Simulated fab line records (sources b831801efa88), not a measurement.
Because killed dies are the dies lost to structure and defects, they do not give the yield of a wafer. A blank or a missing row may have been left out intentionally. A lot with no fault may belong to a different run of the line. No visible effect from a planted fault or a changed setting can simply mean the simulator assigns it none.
Struck lot and sound lot, side by side + flow gf180mcu + 18 out of 602 route steps
Sound: the wafers L578.1, L578.2, L578.6. Struck: wafer L572.6. (L572.1 of the same lot was not struck and is left out.) The cause comes at the end.
Order at every step that has rows: each side's tool, ch and its chambers, its first start. Under that, the readings that differ: sound wafers + struck wafers + difference of the means + sigmas: that difference in standard deviations of wafers without a fault.
alike: words and numbers the same on both sides, and readings whose means are apart by under 2 such deviations; not compared: readings that were withheld, readings missing a value for some wafer, numbers with overlapping values and no deviation given by the record, and bounds like >300 which may hide the same value.
The two part at a step that has a row with sigmas, a row that says differs or no value, or rows on one side only. Non-overlapping numbers with no deviation appear without sigmas and do not part them. A reading that every wafer of one side lacks parts them only if that side has two wafers or more.

GF_M3_STRIP_17: strips in O2/N2.
  sound on plasmaAsher-01 ch 0,1, day 27 13:11; struck on plasmaAsher-03 ch 0, day 25 11:21
  alike: drypumpMotorCurrentA, heaterPowerW, oesProductAu, stripTimeToEndpointS
  not compared: rfHoursCounterH
then, 3 steps without rows for these wafers: GF_M3_STRIP_18 (strips in post etch residue remover, time 1200 s); GF_M3_CLEAN_19 (cleans in DIW); GF_V3_CVD_00 (deposits SiO2, target thk 600 nm, time 100 s).
GF_V3_THK_MEAS_01:
  sound on filmMetro-02 at day 27 13:50; struck on filmMetro-02 at day 25 11:58
  alike: V3_CVD_00_THK
GF_V3_CVD_02: deposits SiO2 from TEOS, target thk 850 nm, time 94.851 s.
  sound on pecvd-03 ch 1,2, day 27 13:53; struck on pecvd-03 ch 0, day 25 12:01
  alike: heaterPowerW
GF_V3_THK_MEAS_03:
  sound on filmMetro-04 at day 27 13:58; struck on filmMetro-03 at day 25 12:05
  alike: V3_CVD_02_THK
GF_V3_CMP_04: polishes SiO2.
  sound on cmp-02 ch 1,2, day 27 14:05; struck on cmp-01 ch 3, day 25 12:09
  alike: edgeZonePressureFrac, motorCurrentA, platenRpm, timeToEndpointS
GF_V3_BOW_MEAS_05:
  sound on filmMetro-02 at day 27 14:20; struck on filmMetro-03 at day 25 12:27
  alike: V3_BOW
then, 3 steps without rows for these wafers: GF_V3_DEHYDRATE_06 (time 60 s); GF_V3_HMDS_07 (prime time 60 s); GF_V3_COAT_08.
GF_V3_COAT_09: resist thk 1000 nm.
  sound on lithoTrack-01 ch 0, day 28 00:00; struck on lithoTrack-04 ch 0, day 25 23:00
| reading                            | sound             | struck | difference | sigmas |
|------------------------------------|-------------------|--------|------------|--------|
| chillPlateTempC (C)                | 22.82 22.83 22.85 | 23.06  | +0.23      | +2     |
| model.KrF_of_V3_COAT_09.thkNm (nm) | 1004 1004 1003    | 985.1  | -18.6      |        |
then, 3 steps without rows for these wafers: GF_V3_SOFTBAKE_10 (time 60 s); GF_V3_EXPOSE_11 (exposes mask Via3, target cd 260 nm); GF_V3_PEB_12 (peb time 90 s).
GF_V3_DEVELOP_13: develop time 60 s.
  sound on lithoTrack-01 ch 0, day 28 10:25; struck on lithoTrack-01 ch 0, day 26 09:43
| reading                            | sound             | struck | difference | sigmas |
|------------------------------------|-------------------|--------|------------|--------|
| model.KrF_of_V3_COAT_09.thkNm (nm) | 989.4 989.6 987.9 | 970.1  | -18.9      |        |
  alike: chillPlateTempC
GF_V3_CD_MEAS_14 targets a cd of 260 nm.
  sound on cdSem-02 at day 28 10:34; struck on cdSem-02 at day 26 09:52
| reading   | sound             | struck | difference | sigmas |
|-----------|-------------------|--------|------------|--------|
| cdNm (nm) | 259.9 259.0 258.2 | 262.0  | +3.0       | +2     |

## WHERE THEY PART
At GF_V3_COAT_09 first; at GF_V3_CD_MEAS_14 last (within this record only).

WHY: whatever the simulator had introduced
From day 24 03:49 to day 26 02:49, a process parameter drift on lithoTrack-04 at GF_V3_COAT_09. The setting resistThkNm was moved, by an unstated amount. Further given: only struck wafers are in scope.
